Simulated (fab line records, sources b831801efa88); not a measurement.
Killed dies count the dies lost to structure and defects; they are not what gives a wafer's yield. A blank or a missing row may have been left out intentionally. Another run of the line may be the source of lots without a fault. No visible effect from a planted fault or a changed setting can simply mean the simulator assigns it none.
A struck lot beside a sound one	flow sky130	44 out of 708 route steps
Sound: these wafers, L313.2, L313.5, L313.6. Struck: wafer L330.4. (L330.2, L330.6 of the same lot were not struck and are left out.) The cause comes at the end.
Order at every step that has rows: each side's tool, ch and its chambers, its first start. Under that, the readings that differ: sound wafers	struck wafers	difference of the means	sigmas: that difference in standard deviations of wafers without a fault.
alike: a reading whose means differ by less than 2 such deviations, as well as words and numbers matching on both sides. not compared: withheld readings; readings where some wafer has no value; bounds like >300 that might hide an equal value; numbers whose values overlap and for which the record gives no deviation.
Wherever a step has rows on one side only, a row that says differs or no value, or a row with sigmas, the two part there. Non-overlapping numbers with no deviation appear without sigmas and do not part them. A reading that every wafer of one side lacks parts them only if that side has two wafers or more.

first, 7 steps without rows for these wafers: SKY_VIA3_ETCH_15 (etches SiO2 in C4F8/O2/Ar, stops on TiN, target depth 507 nm, time 78 s); SKY_VIA3_STRIP_16 (strips in O2/N2); SKY_VIA3_STRIP_17 (strips in post etch residue remover, time 1200 s); SKY_VIA3_CLEAN_18 (cleans in IPA, time 180 s); SKY_VIA3_CLEAN_19 (cleans in O3/DIW); SKY_VIA3_SPUTTER_20 (material TiN, target thk 20 nm, time 80 s); SKY_VIA3_CVD_21 (deposits W, target thk 390 nm, time 117.31 s).
SKY_VIA3_RS_MEAS_22: measurement is done with a four-point probe.
  sound: film metro-04 at day 39 18:08; struck: film metro-04 at day 44 11:59
  alike: VIA3_W_RS
SKY_VIA3_THK_MEAS_23: measures by xrf.
  sound: film metro-04 at day 39 18:14; struck: film metro-04 at day 44 12:06
  alike: VIA3_W_THK
then, 1 step without rows for these wafers: SKY_VIA3_CMP_24 (polishes, stops on SiO2, t overpolish 20 s, target thk 0 nm).
SKY_METAL4_SPUTTER_00: material Ti, target thk 15 nm, time 10 s.
  sound: pvd sputter-04 at day 39 18:35; struck: pvd sputter-01 at day 44 12:27
  alike: throttle valve pct
SKY_METAL4_SPUTTER_01: material TiN, target thk 20 nm, time 16.7 s.
  sound: pvd sputter-04 at day 39 18:37; struck: pvd sputter-01 at day 44 12:28
  alike: throttle valve pct
SKY_METAL4_SPUTTER_02: material AlCu, target thk 735 nm, time 40.79 s.
  sound: pvd sputter-04 at day 39 18:38; struck: pvd sputter-01 at day 44 12:30
reading	sound	struck	difference	sigmas
model.AlCu_of_METAL4_SPUTTER_02.thk nm (nm)	770.7 754.3 767.9	522.1	-242.2	
  alike: throttle valve pct
SKY_METAL4_SPUTTER_03: material Ti, target thk 5 nm, time 3.3 s.
  sound: pvd sputter-04 at day 39 18:40; struck: pvd sputter-01 at day 44 12:32
  alike: throttle valve pct
SKY_METAL4_SPUTTER_04: material TiN, target thk 70 nm, time 58.3 s.
  sound: pvd sputter-04 at day 39 18:41; struck: pvd sputter-01 at day 44 12:34
  alike: throttle valve pct
then, 1 step without rows for these wafers: SKY_CAP2M_CVD_00 (deposits SiO2, target thk 15.5 nm).
SKY_CAP2M_THK_MEAS_01:
  sound: film metro-04 at day 39 18:46; struck: film metro-04 at day 44 12:38
  alike: CAP2M_CVD_00_THK
then, 1 step without rows for these wafers: SKY_CAP2M_SPUTTER_02 (material TiN, target thk 200 nm, time 166.7 s).
SKY_CAP2M_RS_MEAS_03: measurement is done with a four-point probe.
  sound: film metro-03 at day 39 18:57; struck: film metro-01 at day 44 12:50
  alike: CAP2M_TIN_RS
SKY_CAP2M_THK_MEAS_04: measures by xrf.
  sound: film metro-03 at day 39 19:04; struck: film metro-01 at day 44 12:56
  alike: CAP2M_TIN_THK
then, 7 steps without rows for these wafers: SKY_CAP2M_DEHYDRATE_05 (time 60 s); SKY_CAP2M_HMDS_06 (prime time 60 s); SKY_CAP2M_COAT_07 (resist thk 1140 nm); SKY_CAP2M_SOFTBAKE_08 (time 60 s); SKY_CAP2M_EXPOSE_09 (exposes mask CAP2M, target cd 1000 nm); SKY_CAP2M_PEB_10; SKY_CAP2M_DEVELOP_11 (develop time 60 s).
SKY_CAP2M_OVL_MEAS_12:
  sound: overlay-02 at day 40 18:47; struck: overlay-01 at day 45 10:50
  alike: CAP2M_OVL
SKY_CAP2M_METAL_ETCH_13: etches TiN in Cl2/BCl3, stops on SiO2, target depth 220 nm, time 62.9 s.
  sound on rie metal-01 ch 0, day 40 18:50; struck on rie metal-01 ch 0, day 45 10:52
  alike: drypump motor current A, mfc cl2 sccm, oes product au, throttle valve pct
  not compared: rf hours counter h
then, 12 steps without rows for these wafers: SKY_CAP2M_STRIP_14 (strips in O2/N2); SKY_CAP2M_STRIP_15 (strips in post etch residue remover, time 1200 s); SKY_CAP2M_CLEAN_16 (cleans in IPA, time 180 s); SKY_CAP2M_CLEAN_17 (cleans in O3/DIW); SKY_METAL4_DEHYDRATE_05 (time 60 s); SKY_METAL4_HMDS_06 (prime time 60 s); SKY_METAL4_COAT_07 (resist thk 60 nm); SKY_METAL4_COAT_08 (resist thk 1140 nm); SKY_METAL4_SOFTBAKE_09 (time 90 s); SKY_METAL4_EXPOSE_10 (exposes mask MM4, target cd 300 nm); SKY_METAL4_PEB_11; SKY_METAL4_DEVELOP_12 (develop time 60 s).
SKY_METAL4_CD_MEAS_13: target cd 300 nm.
  sound: cd sem-01 at day 41 19:55; struck: cd sem-02 at day 46 08:15
  alike: cd nm
SKY_METAL4_METAL_ETCH_18: etches the open film in Cl2/BCl3, stops on SiO2, target depth 845 nm, time 183.1 s.
  sound on rie metal-03 ch 0,1, day 41 20:11; struck on rie metal-03 ch 0, day 46 08:32
reading	sound	struck	difference	sigmas
oes product au (a.u.)	0.880 0.878 0.887	0.746	-0.136	-21
  alike: drypump motor current A, mfc cl2 sccm, throttle valve pct
  not compared: rf hours counter h
-- the record jumps here: 3 days lie between the struck wafers' starts before and after (it left off in module METAL4 and takes up again in module PAD_OPEN, whose first step shown is number 708 of the route) --
SKY_PAD_OPEN_PROBE_99:
  sound: prober-02 at day 45 20:24; struck: prober-01 at day 49 18:11
reading	sound	struck	difference	sigmas
model.etest.met4.line ohm um	0.1353 0.1349 0.135	0.2008	+0.0657	
model.etest.met4.rs ohm sq	0.04073 0.04148 0.0409	0.06135	+0.02031	
  alike: defect limited yield, killed_at_M0_to_M3, killed_at_M4_up, killed at contacts, killed at front end, killed at other, killed dies, killed open, killed short, sort_bin_3_pad_short, sort_bin_5_function, sort_bin_6_memory, sort n pass, sort yield pct
  not compared: model.etest.via4 chain.rc ohm

== WHERE THEY PART ==
SKY_METAL4_METAL_ETCH_18 only, going by this record. Later steps at which nothing parts them and some readings are alike: SKY_PAD_OPEN_PROBE_99.

WHY: what had been put in by the simulator
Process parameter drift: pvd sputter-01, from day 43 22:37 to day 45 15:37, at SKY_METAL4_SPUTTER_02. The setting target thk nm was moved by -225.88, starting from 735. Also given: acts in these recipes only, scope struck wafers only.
